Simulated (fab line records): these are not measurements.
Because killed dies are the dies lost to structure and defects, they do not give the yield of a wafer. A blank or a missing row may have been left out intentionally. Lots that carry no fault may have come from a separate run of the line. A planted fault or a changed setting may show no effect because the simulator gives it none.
fab line records + flow sfq-line
record
- lots=14
- wafers=42
- last-day=92
route steps=325 shown I6@268 M7@282 I7@297
lots that met no fault: from a run of the same line without faults
start-h: hours from the record's opening day to when the first of the lot's shown wafers began + wait-h: time in hours since the lot's previous step + " repeats the value in the row above + L1.1+2: a single row standing in for several wafers + - no value, or no start was given + * or withheld: withheld + < > ~ a bound
route shown NAME@n: NAME is a module with steps in the file, n the number in the route of the first one + usual: mean/standard deviation taken from wafers without a fault + same: alike in all rows + chamber/n: place in a boat + sites: the reading at each site + _std_site: the standard deviation of these + _edge_site: the outer-site mean with the inner-site mean subtracted + radius-mm: how far each site lies from the wafer's centre + mask NAME#n: copy n + behind: the most recent tool/chamber to have shaped the wafer + hold: the reason the lot was held/the length of the hold in hours/how it ended + device: the n, p or np transistor that did not switch + end of line: the tests these same wafers got at the end of their route + for a step that has no rows: nothing shown but its recipe + killed: the dies lost at the first sort to structure and to defects; this is not the yield of the wafer + map: per-die view of a wafer (x killed, . not killed, _ where there is no die)
set.NAME: the setting the step ran with; set.NAME@STEP: the setting that earlier step ran with + model.NAME: the simulator's own value behind a step, which no gauge read
one table for each step of the route and one row for each wafer, over a sample of lots
services: the hour from which a tool's chamber was out of use, counted from the record's first day as start-h (under 0 if before that day), plus the number of hours and why
## steps
# step SFQ_I6_BOW_MEAS_941
# recipe
- mode=bow
# usual
- I6_BOW=6/12
| lot.wafer | tool          | chamber | start-h | wait-h | I6_BOW[um] |
|-----------|---------------|---------|---------|--------|------------|
| L131.2    | film-metro-03 | -       | 1707.61 | 2.5    | 19         |
| L131.3    | "             | -       | "       | "      | 16         |
| L131.6    | "             | -       | "       | "      | 15         |
| L132.1    | film-metro-04 | -       | 1711.19 | 2.5    | -4         |
| L132.3    | "             | -       | "       | "      | 9          |
| L132.4    | "             | -       | "       | "      | 5          |
| L134.2    | film-metro-04 | -       | 1720.05 | 1.5    | 9          |
| L134.5    | "             | -       | "       | "      | 12         |
| L134.6    | "             | -       | "       | "      | 14         |
| L135.4    | film-metro-01 | -       | 1829.61 | 2.1    | 22         |
| L135.5    | "             | -       | "       | "      | 16         |
| L135.6    | "             | -       | "       | "      | 24         |
| L136.1    | film-metro-04 | -       | 1832.55 | 1.0    | -12        |
| L136.3    | "             | -       | "       | "      | -7         |
| L136.4    | "             | -       | "       | "      | -2         |
| L137.1    | film-metro-01 | -       | 1838.84 | 2.0    | 9          |
| L137.3    | "             | -       | "       | "      | 4          |
| L137.4    | "             | -       | "       | "      | -6         |
| L138.1    | film-metro-03 | -       | 1844.84 | 1.0    | -5         |
| L138.2    | "             | -       | "       | "      | 10         |
| L138.5    | "             | -       | "       | "      | 0          |
| L139.1    | film-metro-03 | -       | 1853.84 | 1.5    | -7         |
| L139.4    | "             | -       | "       | "      | 4          |
| L139.5    | "             | -       | "       | "      | 9          |
| L141.2    | film-metro-04 | -       | 1859.57 | 2.5    | 15         |
| L141.3    | "             | -       | "       | "      | 14         |
| L141.5    | "             | -       | "       | "      | 13         |
| L142.3    | film-metro-01 | -       | 1862.59 | 1.0    | 33         |
| L142.4    | "             | -       | "       | "      | 27         |
| L142.5    | "             | -       | "       | "      | 53         |
| L144.1    | film-metro-03 | -       | 1865.84 | 1.5    | 5          |
| L144.2    | "             | -       | "       | "      | 2          |
| L144.4    | "             | -       | "       | "      | 0          |
| L149.2    | film-metro-01 | -       | 1940.48 | 2.0    | 3          |
| L149.3    | "             | -       | "       | "      | 6          |
| L149.4    | "             | -       | "       | "      | -3         |
| L150.4    | film-metro-04 | -       | 1943.52 | 2.6    | 7          |
| L150.5    | "             | -       | "       | "      | 14         |
| L150.6    | "             | -       | "       | "      | 13         |
| L152.1    | film-metro-03 | -       | 1949.46 | 2.5    | -3         |
| L152.2    | "             | -       | "       | "      | 8          |
| L152.3    | "             | -       | "       | "      | 3          |
# step SFQ_TRILAYER_M7_DEP_SPUTTER_175
# recipe
- material=Nb
- base-pressure-pa=1.33e-06
- chamber-pressure-pa=0.1333
- substrate-temp-c=20
- target-thk-nm=200
- power-w=2000
- time-s=133.3
# usual
- throttle-valve-pct=29.9/0.87
| lot.wafer | tool           | chamber | start-h | wait-h | throttle-valve-pct |
|-----------|----------------|---------|---------|--------|--------------------|
| L131.2    | pvd-sputter-04 | -       | 1812.77 | 0.0    | 28.9               |
| L131.3    | "              | -       | "       | "      | 31.6               |
| L131.6    | "              | -       | "       | "      | 29.4               |
| L132.1    | pvd-sputter-06 | -       | 1818.75 | 0.0    | 30.6               |
| L132.3    | "              | -       | "       | "      | 28.4               |
| L132.4    | "              | -       | "       | "      | 29.9               |
| L134.2    | pvd-sputter-06 | -       | 1825.97 | 0.0    | 29.5               |
| L134.5    | "              | -       | "       | "      | 29.8               |
| L134.6    | "              | -       | "       | "      | 30.4               |
| L135.4    | pvd-sputter-04 | -       | 1872.85 | 0.0    | 28.9               |
| L135.5    | "              | -       | "       | "      | 28.7               |
| L135.6    | "              | -       | "       | "      | 30.2               |
| L136.1    | pvd-sputter-05 | -       | 1875.25 | 0.0    | 30.6               |
| L136.3    | "              | -       | "       | "      | 30.9               |
| L136.4    | "              | -       | "       | "      | 29.9               |
| L137.1    | pvd-sputter-04 | -       | 1880.05 | 0.0    | 29.3               |
| L137.3    | "              | -       | "       | "      | 28.6               |
| L137.4    | "              | -       | "       | "      | 30.3               |
| L138.1    | pvd-sputter-05 | -       | 1883.45 | 0.0    | 31.2               |
| L138.2    | "              | -       | "       | "      | 30.7               |
| L138.5    | "              | -       | "       | "      | 29.1               |
| L139.1    | pvd-sputter-06 | -       | 1884.85 | 0.0    | 30.6               |
| L139.4    | "              | -       | "       | "      | 28.2               |
| L139.5    | "              | -       | "       | "      | 29.7               |
| L141.2    | pvd-sputter-05 | -       | 1888.25 | 0.0    | 30.6               |
| L141.3    | "              | -       | "       | "      | 29.8               |
| L141.5    | "              | -       | "       | "      | 31.3               |
| L142.3    | pvd-sputter-05 | -       | 1889.83 | 0.0    | 29.5               |
| L142.4    | "              | -       | "       | "      | 30.9               |
| L142.5    | "              | -       | "       | "      | 30.6               |
| L144.1    | pvd-sputter-04 | -       | 1892.80 | 0.0    | 31.3               |
| L144.2    | "              | -       | "       | "      | 30.2               |
| L144.4    | "              | -       | "       | "      | 29.4               |
| L149.2    | pvd-sputter-06 | -       | 1968.51 | 0.0    | 28.2               |
| L149.3    | "              | -       | "       | "      | 30.5               |
| L149.4    | "              | -       | "       | "      | 29.4               |
| L150.4    | pvd-sputter-06 | -       | 1972.12 | 0.0    | 29.9               |
| L150.5    | "              | -       | "       | "      | 29.7               |
| L150.6    | "              | -       | "       | "      | 28.2               |
| L152.1    | pvd-sputter-04 | -       | 1983.34 | 0.0    | 31.2               |
| L152.2    | "              | -       | "       | "      | 30.4               |
| L152.3    | "              | -       | "       | "      | 28.6               |
# step SFQ_TRILAYER_M7_BARC_OPEN_METAL_ETCH_229
# recipe
- mask-material=PR
- chemistry=O2
- target-depth-nm=125
- target=BARC
- icp-w=600
- bias-w=80
- pressure-mtorr=10
- time-s=41.7
# usual
- drypump-motor-current-A=6.2/0.47
- oes-product-au=0.685/0.0048
| lot.wafer | tool         | chamber | start-h | wait-h | drypump-motor-current-A | oes-product-au | rf-hours-counter-h |
|-----------|--------------|---------|---------|--------|-------------------------|----------------|--------------------|
| L131.2    | rie-metal-02 | 1       | 1856.01 | 0.0    | 6.8                     | 0.688          | 111                |
| L131.3    | "            | 0       | "       | "      | 6.4                     | 0.684          | -                  |
| L131.6    | "            | 1       | "       | "      | 6.8                     | 0.683          | -                  |
| L132.1    | rie-metal-03 | 0       | 1857.21 | 0.0    | 5.4                     | 0.682          | 13                 |
| L132.3    | "            | 1       | "       | "      | 6.3                     | 0.683          | -                  |
| L132.4    | "            | 0       | "       | "      | 5.4                     | 0.681          | -                  |
| L134.2    | rie-metal-03 | 1       | 1890.81 | 0.0    | 6.3                     | 0.683          | 122                |
| L134.5    | "            | 1       | "       | "      | 6.3                     | 0.689          | -                  |
| L134.6    | "            | 0       | "       | "      | 5.4                     | 0.684          | -                  |
| L135.4    | rie-metal-01 | 0       | 1961.19 | 0.0    | 5.7                     | 0.681          | -                  |
| L135.5    | "            | 1       | "       | "      | 5.9                     | 0.688          | -                  |
| L135.6    | "            | 0       | "       | "      | 5.7                     | 0.684          | -                  |
| L136.1    | rie-metal-02 | 0       | 1964.77 | 0.0    | 6.4                     | 0.684          | 68                 |
| L136.3    | "            | 0       | "       | "      | 6.4                     | 0.680          | -                  |
| L136.4    | "            | 1       | "       | "      | 6.8                     | 0.694          | -                  |
| L137.1    | rie-metal-02 | 1       | 1971.97 | 0.0    | 6.8                     | 0.674          | 131                |
| L137.3    | "            | 0       | "       | "      | 6.4                     | 0.674          | -                  |
| L137.4    | "            | 1       | "       | "      | 6.8                     | 0.691          | -                  |
| L138.1    | rie-metal-02 | 1       | 1974.37 | 0.0    | 6.8                     | 0.690          | 132                |
| L138.2    | "            | 0       | "       | "      | 6.4                     | 0.693          | 70                 |
| L138.5    | "            | 1       | "       | "      | 6.8                     | 0.682          | -                  |
| L139.1    | rie-metal-01 | 0       | 1976.77 | 0.0    | 5.8                     | 0.689          | 128                |
| L139.4    | "            | 1       | "       | "      | 5.9                     | 0.689          | -                  |
| L139.5    | "            | 0       | "       | "      | 5.8                     | 0.692          | -                  |
| L141.2    | rie-metal-02 | 1       | 1981.40 | 0.0    | 6.8                     | 0.683          | 133                |
| L141.3    | "            | 0       | "       | "      | 6.4                     | 0.684          | -                  |
| L141.5    | "            | 1       | "       | "      | 6.8                     | 0.687          | -                  |
| L142.3    | rie-metal-01 | 1       | 1982.63 | 0.0    | 5.9                     | 0.685          | -                  |
| L142.4    | "            | 0       | "       | "      | 5.8                     | 0.693          | -                  |
| L142.5    | "            | 1       | "       | "      | 5.9                     | 0.686          | -                  |
| L144.1    | rie-metal-02 | 0       | 1986.20 | 0.0    | 6.4                     | 0.686          | 72                 |
| L144.2    | "            | 1       | "       | "      | 6.8                     | 0.693          | 133                |
| L144.4    | "            | 0       | "       | "      | 6.4                     | 0.678          | -                  |
| L149.2    | rie-metal-01 | 1       | 2045.81 | 0.0    | 6.0                     | 0.682          | -                  |
| L149.3    | "            | 1       | "       | "      | 5.9                     | 0.686          | -                  |
| L149.4    | "            | 1       | "       | "      | 5.9                     | 0.686          | -                  |
| L150.4    | rie-metal-03 | 0       | 2050.61 | 0.0    | 5.4                     | 0.683          | -                  |
| L150.5    | "            | 1       | "       | "      | 6.3                     | 0.679          | -                  |
| L150.6    | "            | 0       | "       | "      | 5.4                     | 0.684          | -                  |
| L152.1    | rie-metal-02 | 0       | 2062.59 | 0.0    | 6.4                     | 0.684          | 88                 |
| L152.2    | "            | 1       | "       | "      | 6.8                     | 0.679          | 0                  |
| L152.3    | "            | 0       | "       | "      | 6.4                     | 0.685          | -                  |
# step SFQ_TRILAYER_I7_CMP_CMP_184
# recipe
- material=SiO2
- down-force-psi=3
- platen-rpm=60
- pad-velocity-m-s=0.94248
# usual
- motor-current-A=10.5/1.2
- time-to-endpoint-s=215/6
| lot.wafer | tool   | chamber | start-h | wait-h | motor-current-A | time-to-endpoint-s |
|-----------|--------|---------|---------|--------|-----------------|--------------------|
| L131.3    | cmp-01 | 1       | 1878.55 | 21.5   | 10.8            | 208                |
| L131.2    | "      | 2       | "       | "      | 11.3            | 206                |
| L131.6    | "      | 0       | 1880.05 | 23.0   | 11.1            | 216                |
| L132.1    | cmp-01 | 0       | 1880.55 | 22.3   | 10.4            | 210                |
| L132.4    | "      | 1       | "       | "      | 11.5            | 213                |
| L132.3    | "      | 3       | 1882.05 | 23.8   | 8.5             | 211                |
| L134.2    | cmp-02 | 0       | 1906.27 | 14.5   | 13.3            | 204                |
| L134.5    | "      | 3       | 1907.77 | 15.9   | 9.1             | 214                |
| L134.6    | "      | 0       | "       | "      | 12.3            | 221                |
| L135.4    | cmp-02 | 3       | 1964.16 | 2.0    | 9.5             | 213                |
| L135.6    | "      | 2       | 1965.66 | 3.5    | 9.4             | 216                |
| L135.5    | "      | 3       | "       | "      | 9.5             | 215                |
| L136.1    | cmp-01 | 0       | 1969.41 | 3.6    | 10.9            | 214                |
| L136.4    | "      | 2       | 1970.41 | 4.6    | 11.7            | 207                |
| L136.3    | "      | 3       | "       | "      | 8.5             | 207                |
| L137.4    | cmp-01 | 1       | 1975.91 | 2.9    | 11.4            | 227                |
| L137.1    | "      | 2       | "       | "      | 11.7            | 206                |
| L137.3    | "      | 3       | "       | "      | 8.4             | 211                |
| L138.2    | cmp-02 | 3       | 1976.16 | 0.8    | 10.2            | 216                |
| L138.1    | "      | 0       | "       | "      | 12.8            | 210                |
| L138.5    | "      | 2       | 1977.66 | 2.2    | 9.4             | 214                |
| L139.4    | cmp-01 | 1       | 1978.91 | 1.1    | 10.8            | 221                |
| L139.1    | "      | 2       | "       | "      | 11.8            | 206                |
| L139.5    | "      | 0       | 1980.41 | 2.6    | 11.6            | 222                |
| L141.2    | cmp-01 | 2       | 1983.01 | 0.6    | 11.3            | 214                |
| L141.3    | "      | 0       | 1984.01 | 1.5    | 11.3            | 222                |
| L141.5    | "      | 2       | 1985.01 | 2.5    | 11.7            | 219                |
| L142.4    | cmp-02 | 0       | 1984.75 | 0.9    | 13.1            | 215                |
| L142.3    | "      | 2       | 1985.75 | 1.9    | 9.7             | 208                |
| L142.5    | "      | 3       | "       | "      | 10.2            | 219                |
| L144.4    | cmp-01 | 2       | 1988.51 | 1.3    | 11.5            | 211                |
| L144.1    | "      | 3       | "       | "      | 8.3             | 210                |
| L144.2    | "      | 1       | 1990.01 | 2.8    | 11.0            | 207                |
| L149.2    | cmp-01 | 3       | 2051.08 | 3.5    | 8.8             | 180                |
| L149.3    | "      | 0       | "       | "      | 11.3            | 209                |
| L149.4    | "      | 1       | "       | "      | 11.3            | 221                |
| L150.4    | cmp-01 | 0       | 2054.58 | 2.9    | 11.2            | 215                |
| L150.5    | "      | 2       | 2055.58 | 3.9    | 11.1            | 179                |
| L150.6    | "      | 3       | "       | "      | 8.5             | 180                |
| L152.2    | cmp-02 | 1       | 2063.84 | 0.0    | 9.7             | 206                |
| L152.1    | "      | 3       | 2064.84 | 1.0    | 9.4             | 207                |
| L152.3    | "      | 0       | "       | "      | 13.5            | 211                |
# step SFQ_TRILAYER_I7_METRO_MEASURE_185
# usual
- thk-nm=200.0/1
| lot.wafer | tool          | chamber | start-h | wait-h | thk-nm |
|-----------|---------------|---------|---------|--------|--------|
| L131.2    | film-metro-03 | -       | 1880.87 | 0.3    | 197.8  |
| L131.3    | "             | -       | "       | "      | 198.4  |
| L131.6    | "             | -       | "       | "      | 197.1  |
| L132.1    | film-metro-01 | -       | 1883.67 | 0.1    | 199.4  |
| L132.3    | "             | -       | "       | "      | 200.1  |
| L132.4    | "             | -       | "       | "      | 200.3  |
| L134.2    | film-metro-02 | -       | 1909.09 | 0.3    | 200.0  |
| L134.5    | "             | -       | "       | "      | 198.4  |
| L134.6    | "             | -       | "       | "      | 198.8  |
| L135.4    | film-metro-01 | -       | 1967.38 | 0.6    | 199.5  |
| L135.5    | "             | -       | "       | "      | 200.9  |
| L135.6    | "             | -       | "       | "      | 200.3  |
| L136.1    | film-metro-03 | -       | 1972.53 | 0.1    | 199.3  |
| L136.3    | "             | -       | "       | "      | 199.1  |
| L136.4    | "             | -       | "       | "      | 199.3  |
| L137.1    | film-metro-02 | -       | 1978.53 | 0.1    | 199.8  |
| L137.3    | "             | -       | "       | "      | 199.0  |
| L137.4    | "             | -       | "       | "      | 201.1  |
| L138.1    | film-metro-01 | -       | 1978.78 | 0.1    | 200.8  |
| L138.2    | "             | -       | "       | "      | 200.1  |
| L138.5    | "             | -       | "       | "      | 202.1  |
| L139.1    | film-metro-02 | -       | 1981.53 | 0.1    | 199.7  |
| L139.4    | "             | -       | "       | "      | 200.5  |
| L139.5    | "             | -       | "       | "      | 198.6  |
| L141.2    | film-metro-01 | -       | 1985.83 | 0.3    | 200.8  |
| L141.3    | "             | -       | "       | "      | 201.0  |
| L141.5    | "             | -       | "       | "      | 200.7  |
| L142.3    | film-metro-03 | -       | 1987.77 | 0.5    | 200.6  |
| L142.4    | "             | -       | "       | "      | 199.2  |
| L142.5    | "             | -       | "       | "      | 200.0  |
| L144.1    | film-metro-03 | -       | 1991.63 | 0.1    | 198.9  |
| L144.2    | "             | -       | "       | "      | 199.7  |
| L144.4    | "             | -       | "       | "      | 199.9  |
| L149.2    | film-metro-03 | -       | 2053.90 | 0.3    | 250.4  |
| L149.3    | "             | -       | "       | "      | 200.6  |
| L149.4    | "             | -       | "       | "      | 200.3  |
| L150.4    | film-metro-01 | -       | 2057.30 | 0.6    | 201.7  |
| L150.5    | "             | -       | "       | "      | 250.6  |
| L150.6    | "             | -       | "       | "      | 250.0  |
| L152.1    | film-metro-03 | -       | 2066.96 | 0.1    | 197.7  |
| L152.2    | "             | -       | "       | "      | 198.5  |
| L152.3    | "             | -       | "       | "      | 198.7  |
# step SFQ_TRILAYER_I7_VIA_ETCH_VIA_ETCH_190
# recipe
- target=SiO2
- stop-on=Nb
- mask-material=PR
- taper-deg=20
- chemistry=CHF3
- target-depth-nm=260
- source-w=500
- bias-w=80
- pressure-mtorr=30
- time-s=withheld
# usual
- drypump-motor-current-A=5.8/0.52
- oes-product-au=0.854/0.0051
| lot.wafer | tool        | chamber | start-h | wait-h | drypump-motor-current-A | oes-product-au |
|-----------|-------------|---------|---------|--------|-------------------------|----------------|
| L131.2    | rie-diel-03 | 2       | 1973.21 | 0.0    | 6.3                     | 0.846          |
| L131.3    | "           | 1       | "       | "      | 5.7                     | 0.851          |
| L131.6    | "           | 3       | "       | "      | 4.9                     | 0.843          |
| L132.1    | rie-diel-02 | 0       | 1975.61 | 0.0    | 6.2                     | 0.856          |
| L132.3    | "           | 1       | "       | "      | 5.8                     | 0.854          |
| L132.4    | "           | 2       | "       | "      | 5.6                     | 0.850          |
| L134.2    | rie-diel-01 | 1       | 2008.63 | 0.0    | 6.2                     | 0.863          |
| L134.5    | "           | 2       | "       | "      | 5.1                     | 0.853          |
| L134.6    | "           | 3       | "       | "      | 6.6                     | 0.855          |
| L135.4    | rie-diel-01 | 0       | 2044.63 | 0.0    | 5.8                     | 0.850          |
| L135.5    | "           | 2       | "       | "      | 5.1                     | 0.854          |
| L135.6    | "           | 3       | "       | "      | 6.6                     | 0.861          |
| L136.1    | rie-diel-03 | 2       | 2051.83 | 0.0    | 6.3                     | 0.851          |
| L136.3    | "           | 0       | "       | "      | 5.7                     | 0.847          |
| L136.4    | "           | 1       | "       | "      | 5.7                     | 0.851          |
| L137.1    | rie-diel-03 | 3       | 2055.43 | 0.0    | 4.9                     | 0.854          |
| L137.3    | "           | 2       | "       | "      | 6.3                     | 0.854          |
| L137.4    | "           | 1       | "       | "      | 5.7                     | 0.852          |
| L138.1    | rie-diel-02 | 1       | 2056.65 | 0.0    | 5.8                     | 0.855          |
| L138.2    | "           | 0       | "       | "      | 6.2                     | 0.863          |
| L138.5    | "           | 0       | "       | "      | 6.2                     | 0.853          |
| L139.1    | rie-diel-02 | 0       | 2061.43 | 0.0    | 6.2                     | 0.859          |
| L139.4    | "           | 2       | "       | "      | 5.7                     | 0.860          |
| L139.5    | "           | 0       | "       | "      | 6.2                     | 0.858          |
| L141.2    | rie-diel-03 | 0       | 2065.03 | 0.0    | 5.7                     | 0.866          |
| L141.3    | "           | 1       | "       | "      | 5.7                     | 0.861          |
| L141.5    | "           | 3       | "       | "      | 4.9                     | 0.863          |
| L142.3    | rie-diel-01 | 2       | 2067.43 | 0.0    | 5.1                     | 0.856          |
| L142.4    | "           | 0       | "       | "      | 5.8                     | 0.848          |
| L142.5    | "           | 3       | "       | "      | 6.6                     | 0.848          |
| L144.1    | rie-diel-03 | 2       | 2073.23 | 0.0    | 6.3                     | 0.851          |
| L144.2    | "           | 0       | "       | "      | 5.7                     | 0.855          |
| L144.4    | "           | 1       | "       | "      | 5.7                     | 0.852          |
| L149.2    | rie-diel-01 | 3       | 2128.22 | 0.0    | 6.6                     | 0.970          |
| L149.3    | "           | 0       | "       | "      | 5.8                     | 0.859          |
| L149.4    | "           | 1       | "       | "      | 6.2                     | 0.856          |
| L150.4    | rie-diel-02 | 3       | 2131.87 | 0.1    | 6.1                     | 0.859          |
| L150.5    | "           | 0       | "       | "      | 6.2                     | 0.976          |
| L150.6    | "           | 1       | "       | "      | 5.8                     | 0.980          |
| L152.1    | rie-diel-03 | 0       | 2137.94 | 0.0    | 5.7                     | 0.854          |
| L152.2    | "           | 2       | "       | "      | 6.3                     | 0.857          |
| L152.3    | "           | 3       | "       | "      | 4.9                     | 0.858          |
## services
| tool          | chamber | start-h | hours | kind   |
|---------------|---------|---------|-------|--------|
| cmp-01        | -       | 1814.68 | 5.8   | pm     |
| rie-metal-02  | 0       | 1816.86 | 16.9  | repair |
| rie-metal-02  | -       | 1832.20 | 5.5   | repair |
| rie-diel-03   | 0       | 1841.63 | 44.4  | repair |
| cmp-01        | -       | 1845.63 | 1.3   | repair |
| film-metro-03 | -       | 1867.16 | 1.4   | pm     |
| film-metro-03 | -       | 1878.62 | 0.6   | pm     |
| rie-diel-03   | 3       | 1885.64 | 4.4   | repair |
| film-metro-03 | -       | 1887.29 | 0.9   | pm     |
| rie-metal-02  | -       | 1888.52 | 0.1   | repair |
| cmp-01        | -       | 1904.34 | 1.3   | repair |
| cmp-01        | -       | 1918.80 | 0.6   | repair |
| film-metro-03 | -       | 1924.89 | 0.1   | pm     |
| rie-diel-03   | -       | 1936.77 | 0.7   | repair |
| film-metro-03 | -       | 1954.85 | 1.1   | pm     |
| cmp-01        | -       | 2011.72 | 16.9  | pm     |
| cmp-01        | -       | 2041.91 | 1.8   | repair |
| cmp-01        | -       | 2043.75 | 6.8   | pm     |
| rie-metal-02  | -       | 2045.49 | 2.8   | repair |
| cmp-01        | -       | 2049.45 | 0.5   | repair |
| rie-metal-02  | -       | 2072.46 | 0.5   | repair |
| rie-metal-02  | 0       | 2095.75 | 9.7   | repair |
| cmp-01        | -       | 2111.04 | 4.0   | pm     |
| cmp-01        | -       | 2114.51 | 37.7  | repair |
## key
first-sign
- step=SFQ_TRILAYER_I7_CMP_CMP_184
- reading=time-to-endpoint-s
- direction=down
- sigmas=5.9
- usual=*
- struck=*
effect
- step=SFQ_TRILAYER_I7_METRO_MEASURE_185
- reading=thk-nm
- direction=up
- sigmas=50
- usual=200.0
- struck=250.4
effect
- step=SFQ_TRILAYER_I7_VIA_ETCH_VIA_ETCH_190
- reading=oes-product-au
- direction=up
- sigmas=24
- usual=0.854
- struck=0.975
met-at SFQ_TRILAYER_I7_CMP_CMP_184
struck-lots L149,L150
struck-wafers L149.2,L150.5,L150.6
not-acting-at SFQ_I6_BOW_MEAS_941,SFQ_TRILAYER_M7_DEP_SPUTTER_175,SFQ_TRILAYER_M7_BARC_OPEN_METAL_ETCH_229
onset-between 1988.51 2051.08
fault
- kind=process-parameter-drift
- tool=cmp-01
- chamber=-
- onset-h=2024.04
- steps=SFQ_TRILAYER_I7_CMP_CMP_184
- channel=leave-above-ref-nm
- offset=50
- shape=step
- end-h=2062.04
- scope=struck-wafers-only
- acts-in=these-recipes-only
- stated=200
